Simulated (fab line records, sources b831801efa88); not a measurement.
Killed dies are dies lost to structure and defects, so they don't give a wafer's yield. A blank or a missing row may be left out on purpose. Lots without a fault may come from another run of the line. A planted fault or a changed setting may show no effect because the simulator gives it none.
Chamber matching | flow sky130 | SKY_VIA1_CMP_02 on cmp-02: 4 sister chambers
The step polishes SiO2. 4 wafers are shown with their chamber, then 12 later ones without.

WAFERS WITH THEIR CHAMBER
wafer  | chamber | motor_current_A (A)
L087.2 | 1       | 13.2
L088.3 | 0       | 9.5
L088.5 | 2       | 12.3
L088.6 | 3       | 14.7

WAFERS WITHOUT THEIR CHAMBER
wafer  | motor_current_A (A)
L089.2 | 8.9
L089.3 | 14.4
L089.6 | 15.1
L090.2 | 13.1
L090.4 | 15.2
L090.5 | 8.9
L094.1 | 14.7
L094.2 | 13.5
L094.3 | 8.9
L095.1 | 12.2
L095.4 | 14.3
L095.6 | 11.9

WHICH CHAMBER EACH WENT THROUGH
wafer  | from the rows above     | in truth
L089.2 | 0                       | 0
L089.3 | 3                       | 3
L089.6 | 3                       | 3
L090.2 | can't be placed: 1 or 2 | 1
L090.4 | 3                       | 3
L090.5 | 0                       | 0
L094.1 | 3                       | 3
L094.2 | 1                       | 1
L094.3 | 0                       | 0
L095.1 | 2                       | 2
L095.4 | can't be placed: 3 or 1 | 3
L095.6 | 2                       | 2
Placed correctly: 10 of 12. Can't be placed from these rows: 2 (the true chamber is among the candidates in 2). Placed wrongly: 0.
How it was worked out, from the rows above alone: a wafer's distance from a chamber is the root of the sum, over the readings, of the square of ((its reading less the chamber's mean) divided by the reading's scatter). The wafer belongs to the nearest chamber; if the next one is less than 2 further off, it can't be placed. A chamber's mean is the mean of its shown wafers. The scatter: with one shown wafer a chamber, the root of the mean of the squares of how far each hidden wafer lies from its nearest shown one.
